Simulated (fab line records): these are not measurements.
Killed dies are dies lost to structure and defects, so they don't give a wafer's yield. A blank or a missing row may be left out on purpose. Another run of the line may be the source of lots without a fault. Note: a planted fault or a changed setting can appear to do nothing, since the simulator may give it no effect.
Matching of chambers | flow gf180mcu | 4 sister chambers for GF_CONTACT_CMP_04 on cmp-02
The step polishes SiO2. 16 wafers are shown with their chamber, then 8 later ones without.

WAFERS WITH THEIR CHAMBER
wafer  | chamber | motor-current-A (A) | time-to-endpoint-s (s)
L484.1 | 3       | 13.1                | 121
L484.2 | 1       | 11.8                | 120
L484.6 | 2       | 11.2                | 113
L486.2 | 0       | 13.8                | 111
L486.3 | 2       | 11.0                | 106
L486.6 | 2       | 10.9                | 116
L488.1 | 0       | 14.7                | 106
L488.4 | 2       | 11.0                | 107
L488.6 | 3       | 12.5                | 122
L489.1 | 0       | 14.1                | 114
L489.3 | 1       | 11.6                | 117
L489.6 | 3       | 12.1                | 125
L495.1 | 1       | 11.8                | 105
L495.2 | 3       | 12.5                | 112
L495.4 | 0       | 14.2                | 113
L504.1 | 0       | 14.2                | 114

SIGNATURES (averages over the wafers above)
reading            | chamber 0 | chamber 1 | chamber 2 | chamber 3 | scatter within a chamber
motor-current-A    | 14.200    | 11.733    | 11.025    | 12.550    | 0.289
time-to-endpoint-s | 111.60    | 114.00    | 110.50    | 120.00    | 5.28
Rule: a wafer's distance from a chamber is the root of the sum, over the readings, of the square of ((its reading less the chamber's mean) divided by the reading's scatter). If the next closest chamber is less than 2 further off than the closest, the wafer can't be placed; otherwise it belongs to the closest. How the scatter is found: for the shown wafers, subtract from each reading the mean of its chamber, square and add these, divide the total by (wafers less chambers), then take the root.

WAFERS WHOSE CHAMBER IS MISSING
wafer  | motor-current-A (A) | time-to-endpoint-s (s)
L504.2 | 11.3                | 113
L504.4 | 11.8                | 119
L505.1 | 11.0                | 104
L505.3 | 11.4                | 112
L505.5 | 11.4                | 114
L506.1 | 13.0                | 104
L506.4 | 11.5                | 103
L506.5 | 14.6                | 106

CHAMBER TAKEN BY EACH
wafer  | from the rows above          | in truth
L504.2 | can't be placed: 2 or 1      | 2
L504.4 | can't be placed: 1 or 3      | 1
L505.1 | can't be placed: 2 or 1      | 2
L505.3 | can't be placed: 1 or 2      | 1
L505.5 | can't be placed: 1 or 2      | 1
L506.1 | can't be placed: 3 or 0 or 1 | 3
L506.4 | can't be placed: 2 or 1      | 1
L506.5 | 0                            | 0
Correctly placed: 1 of 8. These rows do not allow placing 7 (true chamber among the candidates in 7). 0 placed wrongly.
